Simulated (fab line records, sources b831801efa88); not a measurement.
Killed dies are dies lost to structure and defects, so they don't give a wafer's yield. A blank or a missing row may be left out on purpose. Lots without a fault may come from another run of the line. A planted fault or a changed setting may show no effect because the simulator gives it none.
One fault seen from 2 desks | flow sky130 | each desk has only its own numbers; what lay behind them comes last

THE TOOL OWNER'S DESK: implanter-03
The tool's own readings at SKY_LDD_LDN_IMPLANT_11: means of the sampled wafers that have a number, for each lot that ran on this tool. A lot is out of limits, marked OUT, if its mean lies more than 4 standard deviations from the usual mean; the brackets give that distance.
Columns: A = beam_energy_keV at SKY_LDD_LDN_IMPLANT_11, usual 15.000; B = beam_on_s at SKY_LDD_LDN_IMPLANT_11, usual 9.99 s; C = faraday_current_uA at SKY_LDD_LDN_IMPLANT_11, usual 70.5
lot  | first seen here | A                        | B    | C
L446 | day 23 22:17    | 14.999                   | 9.95 | 70.8
L456 | day 27 21:33    | 16.470 (+99 or more) OUT | 9.86 | 71.4
L458 | day 28 09:50    | 16.467 (+99 or more) OUT | 9.96 | 70.8
This desk's finding: out of limits on L456, L458; first on L456, day 27 21:33 (beam_energy_keV at SKY_LDD_LDN_IMPLANT_11). In limits: L446.

THE METROLOGY DESK
What the gauges read, lot by lot, whatever tool the lot ran on: means of the sampled wafers that have a number. A lot is out of limits, marked OUT, if its mean lies more than 4 standard deviations from the usual mean; the brackets give that distance.
Columns: A = LDD_HVP_TW at SKY_LDD_HVP_TW_MEAS_10, usual 457; B = LDD_LDN_OVL at SKY_LDD_LDN_OVL_MEAS_07, usual 0.2 nm
lot  | first seen here | A   | B
L446 | day 22 15:38    | 456 | 0.4
L447 | day 23 02:01    | 455 | 1.2
L456 | day 26 15:52    | 456 | 1.3
L458 | day 27 06:11    | 454 | 0.7
L461 | day 27 18:55    | 455 | -0.7
L463 | day 28 08:09    | 454 | 0.3
This desk's finding: nothing out of limits on any of the 6 lots.

PUT TOGETHER
The tool owner's desk could have raised an alarm at day 27 21:33, on L456, L458.
The metrology desk saw nothing out of limits.
The metrology desk has L456, L458 on record, within its limits.
Of the lots named, all ran SKY_LDD_LDN_IMPLANT_11 on implanter-03.

WHAT THE SIMULATOR HAD PUT IN
Process parameter drift: implanter-03, from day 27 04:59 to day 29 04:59, at SKY_LDD_LDN_IMPLANT_11. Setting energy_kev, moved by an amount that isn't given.
Lots struck among those shown: L456, L458.
Hours from the fault's start to each desk's first reading out of limits: the tool owner's desk, 17.
